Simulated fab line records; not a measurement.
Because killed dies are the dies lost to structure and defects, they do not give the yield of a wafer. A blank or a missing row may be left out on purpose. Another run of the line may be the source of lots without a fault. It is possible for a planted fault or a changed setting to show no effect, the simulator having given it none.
Split-lot study :: flow sky130 :: route with 708 steps; 5 lots, 23 wafers read

== SPLIT DETAILS ==
At SKY_SD_N_COAT_02 (resist thk 1140 nm), the setting spin-rpm was moved away from the recipe's 3000 rpm on 7 of the 23 wafers read, by -5.7% to +6.4%. This setting was run at the recipe's value on the other wafers.

The split's own step is where the reading is taken.

== THE READING ==
NOVOLAK_of_SD_N_COAT_02.thk-nm (the simulator's own value, which no gauge read), in nm, at SKY_SD_N_COAT_02 (resist thk 1140 nm). There is no usual value for it anywhere in the file. Average 1140 nm, standard deviation 1.8 nm, over the 16 wafers here run with the recipe.

wafer: L076.2
tool, chamber at the split: litho-track-02, 0
spin-rpm as run, rpm: 3000
against the recipe: recipe
NOVOLAK_of_SD_N_COAT_02.thk-nm, nm: 1140
against lot-mates on the recipe: -

wafer: L076.4
tool, chamber at the split: litho-track-02, 0
spin-rpm as run, rpm: 3000
against the recipe: recipe
NOVOLAK_of_SD_N_COAT_02.thk-nm, nm: 1140
against lot-mates on the recipe: -

wafer: L076.3
tool, chamber at the split: litho-track-02, 0
spin-rpm as run, rpm: 3193
against the recipe: +6.4%
NOVOLAK_of_SD_N_COAT_02.thk-nm, nm: 1106
against lot-mates on the recipe: -34

wafer: L076.5
tool, chamber at the split: litho-track-02, 0
spin-rpm as run, rpm: 3193
against the recipe: +6.4%
NOVOLAK_of_SD_N_COAT_02.thk-nm, nm: 1106
against lot-mates on the recipe: -34

wafer: L076.6
tool, chamber at the split: litho-track-02, 0
spin-rpm as run, rpm: 3193
against the recipe: +6.4%
NOVOLAK_of_SD_N_COAT_02.thk-nm, nm: 1103
against lot-mates on the recipe: -37

wafer: L080.1
tool, chamber at the split: litho-track-03, 0
spin-rpm as run, rpm: 3000
against the recipe: recipe
NOVOLAK_of_SD_N_COAT_02.thk-nm, nm: 1139
against lot-mates on the recipe: -

wafer: L080.6
tool, chamber at the split: litho-track-03, 0
spin-rpm as run, rpm: 3000
against the recipe: recipe
NOVOLAK_of_SD_N_COAT_02.thk-nm, nm: 1139
against lot-mates on the recipe: -

wafer: L080.3
tool, chamber at the split: litho-track-03, 0
spin-rpm as run, rpm: 2830
against the recipe: -5.7%
NOVOLAK_of_SD_N_COAT_02.thk-nm, nm: 1175
against lot-mates on the recipe: +35

wafer: L080.4
tool, chamber at the split: litho-track-03, 0
spin-rpm as run, rpm: 3000
against the recipe: recipe
NOVOLAK_of_SD_N_COAT_02.thk-nm, nm: 1143
against lot-mates on the recipe: -

wafer: L080.5
tool, chamber at the split: litho-track-03, 0
spin-rpm as run, rpm: 2830
against the recipe: -5.7%
NOVOLAK_of_SD_N_COAT_02.thk-nm, nm: 1171
against lot-mates on the recipe: +31

wafer: L081.1
tool, chamber at the split: litho-track-02, 0
spin-rpm as run, rpm: 3000
against the recipe: recipe
NOVOLAK_of_SD_N_COAT_02.thk-nm, nm: 1142
against lot-mates on the recipe: -

wafer: L081.4
tool, chamber at the split: litho-track-02, 0
spin-rpm as run, rpm: 3000
against the recipe: recipe
NOVOLAK_of_SD_N_COAT_02.thk-nm, nm: 1142
against lot-mates on the recipe: -

wafer: L081.2
tool, chamber at the split: litho-track-02, 0
spin-rpm as run, rpm: 3000
against the recipe: recipe
NOVOLAK_of_SD_N_COAT_02.thk-nm, nm: 1140
against lot-mates on the recipe: -

wafer: L081.3
tool, chamber at the split: litho-track-02, 0
spin-rpm as run, rpm: 3000
against the recipe: recipe
NOVOLAK_of_SD_N_COAT_02.thk-nm, nm: 1139
against lot-mates on the recipe: -

wafer: L081.6
tool, chamber at the split: litho-track-02, 0
spin-rpm as run, rpm: 3000
against the recipe: recipe
NOVOLAK_of_SD_N_COAT_02.thk-nm, nm: 1141
against lot-mates on the recipe: -

wafer: L082.1
tool, chamber at the split: litho-track-02, 0
spin-rpm as run, rpm: 3187
against the recipe: +6.2%
NOVOLAK_of_SD_N_COAT_02.thk-nm, nm: 1109
against lot-mates on the recipe: -30

wafer: L082.2
tool, chamber at the split: litho-track-02, 0
spin-rpm as run, rpm: 3187
against the recipe: +6.2%
NOVOLAK_of_SD_N_COAT_02.thk-nm, nm: 1106
against lot-mates on the recipe: -33

wafer: L082.4
tool, chamber at the split: litho-track-02, 0
spin-rpm as run, rpm: 3000
against the recipe: recipe
NOVOLAK_of_SD_N_COAT_02.thk-nm, nm: 1138
against lot-mates on the recipe: -

wafer: L082.5
tool, chamber at the split: litho-track-02, 0
spin-rpm as run, rpm: 3000
against the recipe: recipe
NOVOLAK_of_SD_N_COAT_02.thk-nm, nm: 1140
against lot-mates on the recipe: -

wafer: L082.6
tool, chamber at the split: litho-track-02, 0
spin-rpm as run, rpm: 3000
against the recipe: recipe
NOVOLAK_of_SD_N_COAT_02.thk-nm, nm: 1140
against lot-mates on the recipe: -

wafer: L084.3
tool, chamber at the split: litho-track-03, 0
spin-rpm as run, rpm: 3000
against the recipe: recipe
NOVOLAK_of_SD_N_COAT_02.thk-nm, nm: 1143
against lot-mates on the recipe: -

wafer: L084.5
tool, chamber at the split: litho-track-03, 0
spin-rpm as run, rpm: 3000
against the recipe: recipe
NOVOLAK_of_SD_N_COAT_02.thk-nm, nm: 1136
against lot-mates on the recipe: -

wafer: L084.6
tool, chamber at the split: litho-track-03, 0
spin-rpm as run, rpm: 3000
against the recipe: recipe
NOVOLAK_of_SD_N_COAT_02.thk-nm, nm: 1142
against lot-mates on the recipe: -

THE FIT
A straight line over all 23 wafers: NOVOLAK_of_SD_N_COAT_02.thk-nm changes by -5.51 nm for each +1% of spin-rpm; r = -0.99; the points scatter about the line by 1.9 nm.
The same after taking each lot's own level away (the mean of its wafers on the recipe; 23 wafers): -5.45 nm for each +1%; r = -0.99; scatter 2 nm.
The reading moves by 35 nm for the largest change in spin-rpm, on that fit.
The span of the lots' own levels, 1139.3 to 1140.8 nm, comes to 0.8 times the standard deviation stated above.
Hence the lot-to-lot level has little effect on the slope; both slopes agree.
Check: with one of the wafers moved furthest among these (+6.4%) left out of the fit, the line predicts -34.8 nm for it against its lot-mates. Against them it came out at -34 nm.

== OTHER SPLITS APPLIED TO THESE WAFERS ==
Before the reading, these wafers also passed through other splits. Each is held against what the fit with the lots' levels taken away leaves over:
other split on the same wafers: SKY_LDD_HVN_STRIP_09 power-w
wafers away from the commonest value: 11
r with NOVOLAK_of_SD_N_COAT_02.thk-nm (lot level and that fit taken away): +0.09

other split on the same wafers: SKY_SD_P_DEVELOP_06 dev-temp-c
wafers away from the commonest value: 4
r with NOVOLAK_of_SD_N_COAT_02.thk-nm (lot level and that fit taken away): +0.06

other split on the same wafers: SKY_SD_P_IMPLANT_09 dose-cm2
wafers away from the commonest value: 4
r with NOVOLAK_of_SD_N_COAT_02.thk-nm (lot level and that fit taken away): -0.25

other split on the same wafers: SKY_RES_XHIGH_IMPLANT_07 energy-kev
wafers away from the commonest value: 4
r with NOVOLAK_of_SD_N_COAT_02.thk-nm (lot level and that fit taken away): -0.06

== THE WHOLE CHAIN: every reading that the file lists as answering this split, in the file's order ==
step: SKY_SD_N_COAT_02
what it does: resist thk 1140 nm
reading: NOVOLAK_of_SD_N_COAT_02.thk-nm (the simulator's own value, which no gauge read)
change (the file's fit): -5.39 nm for each +1% of the setting
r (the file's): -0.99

step: SKY_SD_N_STRIP_11
what it does: strips in O2/N2
reading: strip-time-to-endpoint-s
change (the file's fit): withheld for each +1% of the setting
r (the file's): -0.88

== FILE'S OWN FIT ==
NOVOLAK_of_SD_N_COAT_02.thk-nm changes by -5.39 nm for each +1% of spin-rpm, r = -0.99.
